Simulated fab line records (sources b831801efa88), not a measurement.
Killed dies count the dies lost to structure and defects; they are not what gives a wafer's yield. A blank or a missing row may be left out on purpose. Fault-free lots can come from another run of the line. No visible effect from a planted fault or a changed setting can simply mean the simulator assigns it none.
Chamber matching + flow gf180mcu + GF_V2_ETCH_16 on rieDiel-03: 4 sister chambers
The step etches BARC in N2/H2. 4 wafers are shown with their chamber, then 7 later ones without.

## WAFERS, EACH WITH ITS CHAMBER
| wafer  | chamber | oesProductAu (a.u.) |
|--------|---------|---------------------|
| L090.2 | 2       | 0.858               |
| L090.6 | 3       | 0.857               |
| L091.1 | 1       | 0.842               |
| L091.4 | 0       | 0.848               |

## WAFERS WHOSE CHAMBER IS MISSING
| wafer  | oesProductAu (a.u.) |
|--------|---------------------|
| L091.5 | 0.858               |
| L093.1 | 0.851               |
| L093.2 | 0.853               |
| L093.3 | 0.855               |
| L097.2 | 0.856               |
| L097.3 | 0.863               |
| L097.6 | 0.853               |

## WHICH CHAMBER EACH ONE RAN IN
| wafer  | from the rows above               | in truth |
|--------|-----------------------------------|----------|
| L091.5 | can't be placed: 2 or 3           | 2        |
| L093.1 | can't be placed: 0 or 3 or 2 or 1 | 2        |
| L093.2 | can't be placed: 3 or 0 or 2      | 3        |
| L093.3 | can't be placed: 3 or 2 or 0      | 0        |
| L097.2 | can't be placed: 3 or 2           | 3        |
| L097.3 | can't be placed: 2 or 3           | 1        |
| L097.6 | can't be placed: 3 or 0 or 2      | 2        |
0 of 7 placed correctly. These rows do not allow placing 7 (true chamber among the candidates in 6). 0 placed wrongly.
How it was worked out, from the rows above alone: a wafer's distance from a chamber is the root of the sum, over the readings, of the square of ((its reading less the chamber's mean) divided by the reading's scatter). If the next closest chamber is less than 2 further off than the closest, the wafer can't be placed; otherwise it belongs to the closest. The mean given for a chamber averages the wafers shown for that chamber. The scatter: with one shown wafer a chamber, the root of the mean of the squares of how far each hidden wafer lies from its nearest shown one.
